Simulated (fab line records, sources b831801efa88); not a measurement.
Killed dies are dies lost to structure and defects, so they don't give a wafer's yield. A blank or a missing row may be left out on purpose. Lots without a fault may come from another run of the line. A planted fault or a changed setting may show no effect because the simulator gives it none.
Which tool did it? | flow gf180mcu | 14 lots, 42 wafers sampled, at 4 steps of a route of 602

WHAT THE GAUGES READ, wafer by wafer
GF_CONTACT_THK_MEAS_03. Usual: CONTACT_CVD_02_THK 858 nm, standard deviation 10.
lot  | measured     | on            | CONTACT_CVD_02_THK (nm) | flag
L282 | day 15 13:17 | film_metro-01 | 854 863 862             |
L284 | day 16 12:17 | film_metro-02 | 842 869 853             |
L286 | day 17 08:25 | film_metro-04 | 841 842 857             |
L287 | day 17 09:05 | film_metro-02 | 840 848 857             |
L291 | day 18 15:34 | film_metro-01 | 843 875 869             |
L297 | day 20 20:17 | film_metro-02 | 856 870 874             |
L298 | day 21 05:57 | film_metro-04 | 866 844 874             |
L299 | day 21 17:31 | film_metro-04 | 844 872 859             |
L300 | day 21 22:30 | film_metro-02 | 873 864 874             |
L301 | day 22 08:58 | film_metro-01 | 855 864 867             |
L302 | day 22 18:45 | film_metro-02 | 852 869 861             |
L304 | day 23 08:46 | film_metro-02 | 857 856 874             |

WHICH TOOL RAN EACH LOT (tool, then ch and the chambers of the sampled wafers, then the start)
lot  | GF_SALICIDE_WET_ETCH_01         | GF_SALICIDE_SPUTTER_02       | GF_SALICIDE_RTA_06
L282 | wet_bench-01 ch 2, day 15 12:31 | pvd_sputter-02, day 15 12:34 | rtp_anneal-02 ch 0, day 15 12:50
L284 | wet_bench-03 ch 0, day 16 11:31 | pvd_sputter-02, day 16 11:34 | rtp_anneal-02 ch 0, day 16 11:49
L286 | wet_bench-02 ch 2, day 17 07:40 | pvd_sputter-02, day 17 07:42 | rtp_anneal-02 ch 0, day 17 07:58
L287 | wet_bench-02 ch 3, day 17 08:20 | pvd_sputter-04, day 17 08:23 | rtp_anneal-02 ch 0, day 17 08:37
L291 | wet_bench-01 ch 0, day 18 14:49 | pvd_sputter-02, day 18 14:51 | rtp_anneal-01 ch 0, day 18 15:05
L295 | wet_bench-03 ch 2, day 20 06:59 | pvd_sputter-01, day 20 07:01 | rtp_anneal-02 ch 0, day 20 07:16
L296 | wet_bench-01 ch 2, day 20 09:10 | pvd_sputter-04, day 20 09:12 | rtp_anneal-02 ch 0, day 20 09:27
L297 | wet_bench-02 ch 3, day 20 19:32 | pvd_sputter-02, day 20 19:34 | rtp_anneal-01 ch 0, day 20 19:50
L298 | wet_bench-02 ch 1, day 21 05:13 | pvd_sputter-02, day 21 05:15 | rtp_anneal-02 ch 0, day 21 05:29
L299 | wet_bench-03 ch 2, day 21 16:46 | pvd_sputter-02, day 21 16:48 | rtp_anneal-01 ch 0, day 21 17:03
L300 | wet_bench-01 ch 3, day 21 21:46 | pvd_sputter-02, day 21 21:48 | rtp_anneal-01 ch 0, day 21 22:02
L301 | wet_bench-03 ch 1, day 22 08:13 | pvd_sputter-04, day 22 08:15 | rtp_anneal-02 ch 0, day 22 08:30
L302 | wet_bench-01 ch 0, day 22 17:55 | pvd_sputter-02, day 22 17:56 | rtp_anneal-02 ch 0, day 22 18:13
L304 | wet_bench-01 ch 3, day 23 08:01 | pvd_sputter-01, day 23 08:03 | rtp_anneal-02 ch 0, day 23 08:17
- GF_SALICIDE_WET_ETCH_01: etches SiO2 in dHF, target depth 5 nm, time 100 s.
- GF_SALICIDE_SPUTTER_02: material Co, target thk 10 nm, time 20 s.
- GF_SALICIDE_RTA_06: time 30 s.

WHAT THE TOOLS THEMSELVES READ (means of the sampled wafers that have a number; where no wafer has one, the mark that the record gives instead)
GF_SALICIDE_WET_ETCH_01. Usual: bath_heat_duty_pct 6.0 %, standard deviation 0.73; run_length_s 128 s, standard deviation 3.7.
lot  | tool         | bath_heat_duty_pct (%) | run_length_s (s) | flag
L282 | wet_bench-01 | 6.0                    | 134              |
L284 | wet_bench-03 | 5.9                    | 125              |
L286 | wet_bench-02 | 5.2                    | 126              |
L287 | wet_bench-02 | 5.1                    | 129              |
L291 | wet_bench-01 | 5.4                    | 125              |
L295 | wet_bench-03 | -                      | -                | OFF
L296 | wet_bench-01 | -                      | -                | OFF
L297 | wet_bench-02 | 5.5                    | 128              |
L298 | wet_bench-02 | 6.5                    | 126              |
L299 | wet_bench-03 | 6.9                    | 127              |
L300 | wet_bench-01 | 5.8                    | 126              |
L301 | wet_bench-03 | 6.4                    | 134              |
L302 | wet_bench-01 | 5.9                    | 126              |
L304 | wet_bench-01 | 5.6                    | 135              |

GF_SALICIDE_SPUTTER_02. Usual: throttle_valve_pct 29.8 %, standard deviation 1.3.
lot  | tool           | throttle_valve_pct (%) | flag
L282 | pvd_sputter-02 | 29.8                   |
L284 | pvd_sputter-02 | 28.9                   |
L286 | pvd_sputter-02 | 30.9                   |
L287 | pvd_sputter-04 | 29.1                   |
L291 | pvd_sputter-02 | 29.3                   |
L295 | pvd_sputter-01 | 30.0                   |
L296 | pvd_sputter-04 | 29.4                   |
L297 | pvd_sputter-02 | 29.8                   |
L298 | pvd_sputter-02 | 28.9                   |
L299 | pvd_sputter-02 | 30.5                   |
L300 | pvd_sputter-02 | 29.6                   |
L301 | pvd_sputter-04 | 30.8                   |
L302 | pvd_sputter-02 | 30.0                   |
L304 | pvd_sputter-01 | 30.3                   |

GF_SALICIDE_RTA_06. Usual: lamp_power_pct 5.45 %, standard deviation 0.3; wafer_temp_C_max 531.7, standard deviation 0.61.
lot  | tool          | lamp_power_pct (%) | wafer_temp_C_max | flag
L282 | rtp_anneal-02 | 5.22               | 531.2            |
L284 | rtp_anneal-02 | 5.21               | 531.7            |
L286 | rtp_anneal-02 | 5.21               | 531.9            |
L287 | rtp_anneal-02 | 5.22               | 531.5            |
L291 | rtp_anneal-01 | 5.83               | 531.9            |
L295 | rtp_anneal-02 | 5.22               | 531.5            |
L296 | rtp_anneal-02 | 5.22               | 531.2            |
L297 | rtp_anneal-01 | 5.83               | 532.7            |
L298 | rtp_anneal-02 | 5.22               | 530.9            |
L299 | rtp_anneal-01 | 5.83               | 532.1            |
L300 | rtp_anneal-01 | 5.83               | 532.1            |
L301 | rtp_anneal-02 | 5.22               | 531.8            |
L302 | rtp_anneal-02 | 5.22               | 531.4            |
L304 | rtp_anneal-02 | 5.22               | 531.4            |

THE ANSWER, worked out from the rows above alone
Rule: a lot is off if the mean of its wafers that have a number lies more than 3 standard deviations from the usual mean. A lot without any number at a reading at which 4 lots or more have one is off too. The other lots that the step has rows for count as sound. The gauges are gone through in route order, then the tools' own readings, and for those a lot's mean is taken as printed above. The first step at which some lot is off is used, and at that step the reading that is off furthest; a lot without a number counts as furthest.
Off: L295, L296, at GF_SALICIDE_WET_ETCH_01 (bath_heat_duty_pct). Without a number there: L295, L296.
A tool fits if, at that step or a process step before it, it ran every lot that is off, and no sound lot after the first of them. None of those tried fits.

WHAT THE SIMULATOR HAD PUT IN
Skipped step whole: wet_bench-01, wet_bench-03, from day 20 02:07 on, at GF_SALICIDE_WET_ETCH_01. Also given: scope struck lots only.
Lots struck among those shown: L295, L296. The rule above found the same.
